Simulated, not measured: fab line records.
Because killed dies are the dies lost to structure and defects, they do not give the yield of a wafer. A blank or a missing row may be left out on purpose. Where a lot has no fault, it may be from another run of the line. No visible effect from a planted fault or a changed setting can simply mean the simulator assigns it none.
Chamber matching || flow gf180mcu || GF_STI_ETCH_14 on rieSi-02 has 4 sister chambers
The step etches Si in HBr/Cl2/O2, target depth 360 nm, time 102.9 s. 14 wafers are shown with their chamber, then 7 later ones without.

== WAFERS PAIRED WITH THEIR CHAMBERS ==
{"wafer": "L759.4", "chamber": 3, "drypumpMotorCurrentA (A)": 6.1, "oesProductAu (a.u.)": 1.018, "throttleValvePct (%)": 25.647}
{"wafer": "L759.5", "chamber": 0, "drypumpMotorCurrentA (A)": 5.9, "oesProductAu (a.u.)": 1.024, "throttleValvePct (%)": 25.627}
{"wafer": "L759.6", "chamber": 2, "drypumpMotorCurrentA (A)": 4.8, "oesProductAu (a.u.)": 0.997, "throttleValvePct (%)": 25.658}
{"wafer": "L761.1", "chamber": 1, "drypumpMotorCurrentA (A)": 5.8, "oesProductAu (a.u.)": 1.008, "throttleValvePct (%)": 25.653}
{"wafer": "L761.2", "chamber": 0, "drypumpMotorCurrentA (A)": 5.9, "oesProductAu (a.u.)": 1.004, "throttleValvePct (%)": 25.658}
{"wafer": "L761.3", "chamber": 3, "drypumpMotorCurrentA (A)": 6.1, "oesProductAu (a.u.)": 1.020, "throttleValvePct (%)": 25.656}
{"wafer": "L762.2", "chamber": 3, "drypumpMotorCurrentA (A)": 6.1, "oesProductAu (a.u.)": 1.024, "throttleValvePct (%)": 25.643}
{"wafer": "L762.4", "chamber": 2, "drypumpMotorCurrentA (A)": 4.8, "oesProductAu (a.u.)": 1.002, "throttleValvePct (%)": 25.663}
{"wafer": "L762.5", "chamber": 0, "drypumpMotorCurrentA (A)": 5.9, "oesProductAu (a.u.)": 1.012, "throttleValvePct (%)": 25.648}
{"wafer": "L764.1", "chamber": 3, "drypumpMotorCurrentA (A)": 6.0, "oesProductAu (a.u.)": 1.024, "throttleValvePct (%)": 25.652}
{"wafer": "L764.4", "chamber": 0, "drypumpMotorCurrentA (A)": 5.9, "oesProductAu (a.u.)": 1.021, "throttleValvePct (%)": 25.633}
{"wafer": "L764.5", "chamber": 0, "drypumpMotorCurrentA (A)": 5.9, "oesProductAu (a.u.)": 1.017, "throttleValvePct (%)": 25.666}
{"wafer": "L767.1", "chamber": 0, "drypumpMotorCurrentA (A)": 5.9, "oesProductAu (a.u.)": 1.023, "throttleValvePct (%)": 25.644}
{"wafer": "L767.2", "chamber": 1, "drypumpMotorCurrentA (A)": 5.8, "oesProductAu (a.u.)": 1.014, "throttleValvePct (%)": 25.650}

SIGNATURES, as means of the wafers listed above
{"reading": "drypumpMotorCurrentA", "chamber 0": 5.900, "chamber 1": 5.800, "chamber 2": 4.800, "chamber 3": 6.075, "scatter within a chamber": 0.0274}
{"reading": "oesProductAu", "chamber 0": 1.01683, "chamber 1": 1.01100, "chamber 2": 0.99950, "chamber 3": 1.02150, "scatter within a chamber": 0.00594}
{"reading": "throttleValvePct", "chamber 0": 25.64600, "chamber 1": 25.65150, "chamber 2": 25.66050, "chamber 3": 25.64950, "scatter within a chamber": 0.0109}
Rule: a wafer lies at a distance from a chamber equal to the root of the sum of squares, over the readings, of (its reading less the chamber's mean, divided by the reading's scatter). The wafer belongs to the nearest chamber; if the next one is less than 2 further off, it can't be placed. The scatter: take each reading less its chamber's mean, square it, sum over the shown wafers, divide by the number of wafers less the number of chambers, and take the root.

== WAFERS WITHOUT THEIR CHAMBER ==
{"wafer": "L767.3", "drypumpMotorCurrentA (A)": 6.1, "oesProductAu (a.u.)": 1.021, "throttleValvePct (%)": 25.637}
{"wafer": "L774.1", "drypumpMotorCurrentA (A)": 6.0, "oesProductAu (a.u.)": 1.014, "throttleValvePct (%)": 25.638}
{"wafer": "L774.3", "drypumpMotorCurrentA (A)": 5.8, "oesProductAu (a.u.)": 1.017, "throttleValvePct (%)": 25.642}
{"wafer": "L774.5", "drypumpMotorCurrentA (A)": 6.0, "oesProductAu (a.u.)": 1.013, "throttleValvePct (%)": 25.633}
{"wafer": "L780.3", "drypumpMotorCurrentA (A)": 6.0, "oesProductAu (a.u.)": 1.021, "throttleValvePct (%)": 25.626}
{"wafer": "L780.4", "drypumpMotorCurrentA (A)": 4.8, "oesProductAu (a.u.)": 1.012, "throttleValvePct (%)": 25.657}
{"wafer": "L780.5", "drypumpMotorCurrentA (A)": 6.0, "oesProductAu (a.u.)": 1.022, "throttleValvePct (%)": 25.653}

== THE CHAMBER EACH PASSED THROUGH ==
{"wafer": "L767.3", "from the rows above": 3, "in truth": 3}
{"wafer": "L774.1", "from the rows above": "can't be placed: 3 or 0", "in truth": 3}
{"wafer": "L774.3", "from the rows above": 1, "in truth": 1}
{"wafer": "L774.5", "from the rows above": "can't be placed: 3 or 0", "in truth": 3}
{"wafer": "L780.3", "from the rows above": "can't be placed: 3 or 0", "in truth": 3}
{"wafer": "L780.4", "from the rows above": 2, "in truth": 2}
{"wafer": "L780.5", "from the rows above": "can't be placed: 3 or 0", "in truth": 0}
Correctly placed: 3 of 7. These rows do not allow placing 4 (true chamber among the candidates in 4). Wrongly placed: 0.
